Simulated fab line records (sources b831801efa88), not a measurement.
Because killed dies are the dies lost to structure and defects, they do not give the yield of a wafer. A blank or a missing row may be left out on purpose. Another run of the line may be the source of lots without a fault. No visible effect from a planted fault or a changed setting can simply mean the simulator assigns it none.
fab line records / flow sfq-line
[record] lots = 14 wafers = 42 last-day = 94
route steps=325 shown L0@10 L0V@20
lots untouched by any fault: they come from a run of this same line in which no faults occurred
start-h: the number of hours between the record's first day and the start of the first shown wafer of the lot / wait-h: hours since the lot's step before / " repeats the value in the row above / L1.1+2: a row that stands for several wafers / - either no value or no given start / * or withheld: withheld / < > ~ a bound
route shown NAME@n: NAME is a module with steps in the file, n the number in the route of the first one / usual: the fault-free wafers' mean and standard deviation / same: alike in all rows / chamber/n: place in a boat / sites: per-site readings / _std_site: how widely they spread, as a standard deviation / _edge_site: the outer-site mean with the inner-site mean subtracted / radius-mm: how far each site lies from the wafer's centre / mask NAME#n: copy n / behind: the most recent tool/chamber to have shaped the wafer / hold: cause of the lot's hold/its duration in hours/its outcome / device: which transistor (n, p or np) failed to switch / end of line: tests run on the same wafers once the route is complete / a step given without rows: its recipe and nothing more / killed: count of dies lost to structure and defects at first sort (not the wafer's yield) / map: dies across one wafer; x = killed, . = not, _ = none there
set.NAME: the setting that was run; set.NAME@STEP: the one run at that earlier step / model.NAME: the simulator's own value behind a step, which no gauge read
route steps across a sampled set of lots; one table per step, one row per wafer
services: when a tool's chamber went out of use (start-h, in hours from the record's first day, below 0 if earlier), for how many hours, and the reason
[[steps]]
[step SFQ_TRILAYER_L0_LITHO_PEB_008]
[recipe] peb-temp-c = 115 peb-time-s = 60 resist = KrF
[usual] chill-plate-temp-C = 22.99/0.11 exhaust-pa = 45.1/0.85 resist-line-temp-C = 23.00/0.098
lot.wafer=L372.1 tool=litho-track-02 chamber=0 start-h=47.98 wait-h=1.0 chill-plate-temp-C=22.95 exhaust-pa=44.5 resist-line-temp-C=22.89
lot.wafer=L372.5 tool=litho-track-02 chamber=0 start-h=47.98 wait-h=1.0 chill-plate-temp-C=23.00 exhaust-pa=46.4 resist-line-temp-C=23.07
lot.wafer=L372.6 tool=litho-track-02 chamber=0 start-h=47.98 wait-h=1.0 chill-plate-temp-C=22.99 exhaust-pa=44.3 resist-line-temp-C=23.05
lot.wafer=L376.2 tool=litho-track-02 chamber=0 start-h=69.60 wait-h=0.8 chill-plate-temp-C=23.12 exhaust-pa=45.4 resist-line-temp-C=23.00
lot.wafer=L376.4 tool=litho-track-02 chamber=0 start-h=69.60 wait-h=0.8 chill-plate-temp-C=22.92 exhaust-pa=45.6 resist-line-temp-C=22.94
lot.wafer=L376.5 tool=litho-track-02 chamber=0 start-h=69.60 wait-h=0.8 chill-plate-temp-C=22.82 exhaust-pa=44.5 resist-line-temp-C=23.09
lot.wafer=L378.2 tool=litho-track-02 chamber=0 start-h=84.78 wait-h=0.8 chill-plate-temp-C=22.88 exhaust-pa=46.4 resist-line-temp-C=22.86
lot.wafer=L378.3 tool=litho-track-02 chamber=0 start-h=84.78 wait-h=0.8 chill-plate-temp-C=23.02 exhaust-pa=46.2 resist-line-temp-C=23.01
lot.wafer=L378.4 tool=litho-track-02 chamber=0 start-h=84.78 wait-h=0.8 chill-plate-temp-C=22.98 exhaust-pa=45.3 resist-line-temp-C=22.81
lot.wafer=L381.2 tool=litho-track-02 chamber=0 start-h=97.98 wait-h=0.8 chill-plate-temp-C=23.09 exhaust-pa=45.8 resist-line-temp-C=22.97
lot.wafer=L381.5 tool=litho-track-02 chamber=0 start-h=97.98 wait-h=0.8 chill-plate-temp-C=23.02 exhaust-pa=45.1 resist-line-temp-C=23.03
lot.wafer=L381.6 tool=litho-track-02 chamber=0 start-h=97.98 wait-h=0.8 chill-plate-temp-C=23.06 exhaust-pa=46.1 resist-line-temp-C=22.90
lot.wafer=L385.1 tool=litho-track-04 chamber=- start-h=120.30 wait-h=1.0 chill-plate-temp-C=- exhaust-pa=- resist-line-temp-C=-
lot.wafer=L385.2 tool=litho-track-04 chamber=- start-h=120.30 wait-h=1.0 chill-plate-temp-C=- exhaust-pa=- resist-line-temp-C=-
lot.wafer=L385.5 tool=litho-track-04 chamber=- start-h=120.30 wait-h=1.0 chill-plate-temp-C=- exhaust-pa=- resist-line-temp-C=-
lot.wafer=L386.1 tool=litho-track-01 chamber=- start-h=125.10 wait-h=1.0 chill-plate-temp-C=- exhaust-pa=- resist-line-temp-C=-
lot.wafer=L386.2 tool=litho-track-01 chamber=- start-h=125.10 wait-h=1.0 chill-plate-temp-C=- exhaust-pa=- resist-line-temp-C=-
lot.wafer=L386.5 tool=litho-track-01 chamber=- start-h=125.10 wait-h=1.0 chill-plate-temp-C=- exhaust-pa=- resist-line-temp-C=-
lot.wafer=L387.2 tool=litho-track-02 chamber=0 start-h=129.93 wait-h=0.8 chill-plate-temp-C=23.19 exhaust-pa=44.6 resist-line-temp-C=23.14
lot.wafer=L387.4 tool=litho-track-02 chamber=0 start-h=129.93 wait-h=0.8 chill-plate-temp-C=23.13 exhaust-pa=46.0 resist-line-temp-C=23.01
lot.wafer=L387.5 tool=litho-track-02 chamber=0 start-h=129.93 wait-h=0.8 chill-plate-temp-C=23.08 exhaust-pa=45.1 resist-line-temp-C=23.16
lot.wafer=L389.4 tool=litho-track-04 chamber=0 start-h=138.38 wait-h=0.5 chill-plate-temp-C=23.17 exhaust-pa=45.5 resist-line-temp-C=22.98
lot.wafer=L389.5 tool=litho-track-04 chamber=0 start-h=138.38 wait-h=0.5 chill-plate-temp-C=23.02 exhaust-pa=45.9 resist-line-temp-C=23.00
lot.wafer=L389.6 tool=litho-track-04 chamber=0 start-h=138.38 wait-h=0.5 chill-plate-temp-C=23.21 exhaust-pa=46.6 resist-line-temp-C=22.99
lot.wafer=L390.1 tool=litho-track-02 chamber=0 start-h=143.10 wait-h=1.0 chill-plate-temp-C=22.84 exhaust-pa=46.3 resist-line-temp-C=23.04
lot.wafer=L390.2 tool=litho-track-02 chamber=0 start-h=143.10 wait-h=1.0 chill-plate-temp-C=22.91 exhaust-pa=45.3 resist-line-temp-C=23.14
lot.wafer=L390.6 tool=litho-track-02 chamber=0 start-h=143.10 wait-h=1.0 chill-plate-temp-C=22.89 exhaust-pa=45.4 resist-line-temp-C=23.00
lot.wafer=L391.2 tool=litho-track-01 chamber=0 start-h=149.13 wait-h=0.8 chill-plate-temp-C=22.87 exhaust-pa=45.7 resist-line-temp-C=23.08
lot.wafer=L391.3 tool=litho-track-01 chamber=0 start-h=149.13 wait-h=0.8 chill-plate-temp-C=22.99 exhaust-pa=44.9 resist-line-temp-C=22.95
lot.wafer=L391.4 tool=litho-track-01 chamber=0 start-h=149.13 wait-h=0.8 chill-plate-temp-C=23.22 exhaust-pa=44.9 resist-line-temp-C=23.00
lot.wafer=L392.2 tool=litho-track-02 chamber=0 start-h=154.93 wait-h=0.8 chill-plate-temp-C=22.93 exhaust-pa=45.4 resist-line-temp-C=22.85
lot.wafer=L392.3 tool=litho-track-02 chamber=0 start-h=154.93 wait-h=0.8 chill-plate-temp-C=23.04 exhaust-pa=45.7 resist-line-temp-C=23.07
lot.wafer=L392.5 tool=litho-track-02 chamber=0 start-h=154.93 wait-h=0.8 chill-plate-temp-C=23.13 exhaust-pa=45.2 resist-line-temp-C=22.88
lot.wafer=L393.2 tool=litho-track-01 chamber=0 start-h=159.73 wait-h=0.8 chill-plate-temp-C=22.77 exhaust-pa=44.3 resist-line-temp-C=23.08
lot.wafer=L393.4 tool=litho-track-01 chamber=0 start-h=159.73 wait-h=0.8 chill-plate-temp-C=22.88 exhaust-pa=45.0 resist-line-temp-C=22.85
lot.wafer=L393.6 tool=litho-track-01 chamber=0 start-h=159.73 wait-h=0.8 chill-plate-temp-C=22.86 exhaust-pa=44.6 resist-line-temp-C=22.79
lot.wafer=L394.1 tool=litho-track-01 chamber=0 start-h=163.30 wait-h=1.0 chill-plate-temp-C=22.96 exhaust-pa=44.2 resist-line-temp-C=23.07
lot.wafer=L394.2 tool=litho-track-01 chamber=0 start-h=163.30 wait-h=1.0 chill-plate-temp-C=22.99 exhaust-pa=45.9 resist-line-temp-C=23.10
lot.wafer=L394.3 tool=litho-track-01 chamber=0 start-h=163.30 wait-h=1.0 chill-plate-temp-C=23.12 exhaust-pa=44.3 resist-line-temp-C=23.06
lot.wafer=L395.1 tool=litho-track-02 chamber=0 start-h=168.10 wait-h=1.0 chill-plate-temp-C=23.00 exhaust-pa=45.6 resist-line-temp-C=23.07
lot.wafer=L395.2 tool=litho-track-02 chamber=0 start-h=168.10 wait-h=1.0 chill-plate-temp-C=22.88 exhaust-pa=46.3 resist-line-temp-C=23.07
lot.wafer=L395.4 tool=litho-track-02 chamber=0 start-h=168.10 wait-h=1.0 chill-plate-temp-C=23.04 exhaust-pa=46.7 resist-line-temp-C=23.24
[step SFQ_TRILAYER_L0_VIA_LITHO_EXPOSE_014]
[recipe] mask-id = L0V na = 0.6 source-shape = conventional sigma-outer = 0.65 target-cd-nm = 700 dose-mj = 21.3
[usual] exposure-dose-mJ-cm2 = 21.300/0.022 focus-offset-nm = 0.1/0.44
lot.wafer=L372.1 tool=krf-scanner-01 chamber=0 start-h=89.55 wait-h=- mask=L0V#0 exposure-dose-mJ-cm2=21.293 focus-offset-nm=0.5
lot.wafer=L372.5 tool=krf-scanner-01 chamber=0 start-h=89.55 wait-h=- mask=L0V#0 exposure-dose-mJ-cm2=21.338 focus-offset-nm=0.2
lot.wafer=L372.6 tool=krf-scanner-01 chamber=0 start-h=89.55 wait-h=- mask=L0V#0 exposure-dose-mJ-cm2=21.307 focus-offset-nm=-0.1
lot.wafer=L376.2 tool=krf-scanner-01 chamber=0 start-h=113.75 wait-h=- mask=L0V#0 exposure-dose-mJ-cm2=21.285 focus-offset-nm=0.7
lot.wafer=L376.4 tool=krf-scanner-01 chamber=0 start-h=113.75 wait-h=- mask=L0V#0 exposure-dose-mJ-cm2=21.284 focus-offset-nm=0.1
lot.wafer=L376.5 tool=krf-scanner-01 chamber=0 start-h=113.75 wait-h=- mask=L0V#0 exposure-dose-mJ-cm2=21.266 focus-offset-nm=-0.4
lot.wafer=L378.2 tool=krf-scanner-01 chamber=0 start-h=126.50 wait-h=- mask=L0V#0 exposure-dose-mJ-cm2=21.316 focus-offset-nm=1.1
lot.wafer=L378.3 tool=krf-scanner-01 chamber=0 start-h=126.50 wait-h=- mask=L0V#0 exposure-dose-mJ-cm2=21.317 focus-offset-nm=0.4
lot.wafer=L378.4 tool=krf-scanner-01 chamber=0 start-h=126.50 wait-h=- mask=L0V#0 exposure-dose-mJ-cm2=21.328 focus-offset-nm=0.4
lot.wafer=L381.2 tool=krf-scanner-01 chamber=0 start-h=138.50 wait-h=- mask=L0V#0 exposure-dose-mJ-cm2=21.303 focus-offset-nm=0.0
lot.wafer=L381.5 tool=krf-scanner-01 chamber=0 start-h=138.50 wait-h=- mask=L0V#0 exposure-dose-mJ-cm2=21.334 focus-offset-nm=-0.3
lot.wafer=L381.6 tool=krf-scanner-01 chamber=0 start-h=138.50 wait-h=- mask=L0V#0 exposure-dose-mJ-cm2=21.311 focus-offset-nm=-0.1
lot.wafer=L385.1 tool=krf-scanner-01 chamber=- start-h=160.90 wait-h=- mask=L0V#0 exposure-dose-mJ-cm2=- focus-offset-nm=-
lot.wafer=L385.2 tool=krf-scanner-01 chamber=- start-h=160.90 wait-h=- mask=L0V#0 exposure-dose-mJ-cm2=- focus-offset-nm=-
lot.wafer=L385.5 tool=krf-scanner-01 chamber=- start-h=160.90 wait-h=- mask=L0V#0 exposure-dose-mJ-cm2=- focus-offset-nm=-
lot.wafer=L386.1 tool=krf-scanner-01 chamber=- start-h=165.70 wait-h=- mask=L0V#0 exposure-dose-mJ-cm2=- focus-offset-nm=-
lot.wafer=L386.2 tool=krf-scanner-01 chamber=- start-h=165.70 wait-h=- mask=L0V#0 exposure-dose-mJ-cm2=- focus-offset-nm=-
lot.wafer=L386.5 tool=krf-scanner-01 chamber=- start-h=165.70 wait-h=- mask=L0V#0 exposure-dose-mJ-cm2=- focus-offset-nm=-
lot.wafer=L387.2 tool=krf-scanner-01 chamber=0 start-h=168.30 wait-h=- mask=L0V#0 exposure-dose-mJ-cm2=21.281 focus-offset-nm=0.4
lot.wafer=L387.4 tool=krf-scanner-01 chamber=0 start-h=168.30 wait-h=- mask=L0V#0 exposure-dose-mJ-cm2=21.299 focus-offset-nm=0.4
lot.wafer=L387.5 tool=krf-scanner-01 chamber=0 start-h=168.30 wait-h=- mask=L0V#0 exposure-dose-mJ-cm2=21.273 focus-offset-nm=0.3
lot.wafer=L389.4 tool=krf-scanner-01 chamber=0 start-h=175.90 wait-h=- mask=L0V#0 exposure-dose-mJ-cm2=21.305 focus-offset-nm=0.6
lot.wafer=L389.5 tool=krf-scanner-01 chamber=0 start-h=175.90 wait-h=- mask=L0V#0 exposure-dose-mJ-cm2=21.315 focus-offset-nm=-0.3
lot.wafer=L389.6 tool=krf-scanner-01 chamber=0 start-h=175.90 wait-h=- mask=L0V#0 exposure-dose-mJ-cm2=21.327 focus-offset-nm=0.0
lot.wafer=L390.1 tool=krf-scanner-01 chamber=0 start-h=183.80 wait-h=- mask=L0V#0 exposure-dose-mJ-cm2=21.308 focus-offset-nm=0.0
lot.wafer=L390.2 tool=krf-scanner-01 chamber=0 start-h=183.80 wait-h=- mask=L0V#0 exposure-dose-mJ-cm2=21.292 focus-offset-nm=-0.3
lot.wafer=L390.6 tool=krf-scanner-01 chamber=0 start-h=183.80 wait-h=- mask=L0V#0 exposure-dose-mJ-cm2=21.271 focus-offset-nm=-0.3
lot.wafer=L391.2 tool=krf-scanner-01 chamber=0 start-h=190.00 wait-h=- mask=L0V#0 exposure-dose-mJ-cm2=21.349 focus-offset-nm=0.6
lot.wafer=L391.3 tool=krf-scanner-01 chamber=0 start-h=190.00 wait-h=- mask=L0V#0 exposure-dose-mJ-cm2=21.343 focus-offset-nm=0.4
lot.wafer=L391.4 tool=krf-scanner-01 chamber=0 start-h=190.00 wait-h=- mask=L0V#0 exposure-dose-mJ-cm2=21.321 focus-offset-nm=0.2
lot.wafer=L392.2 tool=krf-scanner-01 chamber=0 start-h=194.80 wait-h=- mask=L0V#0 exposure-dose-mJ-cm2=21.303 focus-offset-nm=-0.5
lot.wafer=L392.3 tool=krf-scanner-01 chamber=0 start-h=194.80 wait-h=- mask=L0V#0 exposure-dose-mJ-cm2=21.293 focus-offset-nm=-0.2
lot.wafer=L392.5 tool=krf-scanner-01 chamber=0 start-h=194.80 wait-h=- mask=L0V#0 exposure-dose-mJ-cm2=21.310 focus-offset-nm=-0.7
lot.wafer=L393.2 tool=krf-scanner-01 chamber=0 start-h=199.60 wait-h=- mask=L0V#0 exposure-dose-mJ-cm2=21.317 focus-offset-nm=-0.1
lot.wafer=L393.4 tool=krf-scanner-01 chamber=0 start-h=199.60 wait-h=- mask=L0V#0 exposure-dose-mJ-cm2=21.327 focus-offset-nm=0.6
lot.wafer=L393.6 tool=krf-scanner-01 chamber=0 start-h=199.60 wait-h=- mask=L0V#0 exposure-dose-mJ-cm2=21.315 focus-offset-nm=0.2
lot.wafer=L394.1 tool=krf-scanner-01 chamber=0 start-h=203.00 wait-h=- mask=L0V#0 exposure-dose-mJ-cm2=21.276 focus-offset-nm=0.6
lot.wafer=L394.2 tool=krf-scanner-01 chamber=0 start-h=203.00 wait-h=- mask=L0V#0 exposure-dose-mJ-cm2=21.309 focus-offset-nm=-0.2
lot.wafer=L394.3 tool=krf-scanner-01 chamber=0 start-h=203.00 wait-h=- mask=L0V#0 exposure-dose-mJ-cm2=21.310 focus-offset-nm=-0.4
lot.wafer=L395.1 tool=krf-scanner-01 chamber=0 start-h=207.80 wait-h=- mask=L0V#0 exposure-dose-mJ-cm2=21.295 focus-offset-nm=0.2
lot.wafer=L395.2 tool=krf-scanner-01 chamber=0 start-h=207.80 wait-h=- mask=L0V#0 exposure-dose-mJ-cm2=21.273 focus-offset-nm=0.2
lot.wafer=L395.4 tool=krf-scanner-01 chamber=0 start-h=207.80 wait-h=- mask=L0V#0 exposure-dose-mJ-cm2=21.269 focus-offset-nm=0.4
[[services]]
tool=krf-scanner-01 chamber=- start-h=71.98 hours=4.4 kind=pm
tool=krf-scanner-01 chamber=- start-h=117.15 hours=0.8 kind=pm
tool=krf-scanner-01 chamber=- start-h=151.50 hours=1.0 kind=pm
tool=krf-scanner-01 chamber=- start-h=181.30 hours=1.3 kind=pm
[[key]]
[first-sign] step = SFQ_TRILAYER_L0_LITHO_PEB_008 reading = tool-record direction = missing
[effect] step = SFQ_TRILAYER_L0_VIA_LITHO_EXPOSE_014 reading = tool-record direction = missing
met-at SFQ_TRILAYER_L0_LITHO_PEB_008
struck-lots L385,L386
[fault] kind = skipped-step-whole tool = litho-track-01,litho-track-04 chamber = - onset-h = 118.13 steps = SFQ_TRILAYER_L0_LITHO_PEB_008 scope = struck-lots-only
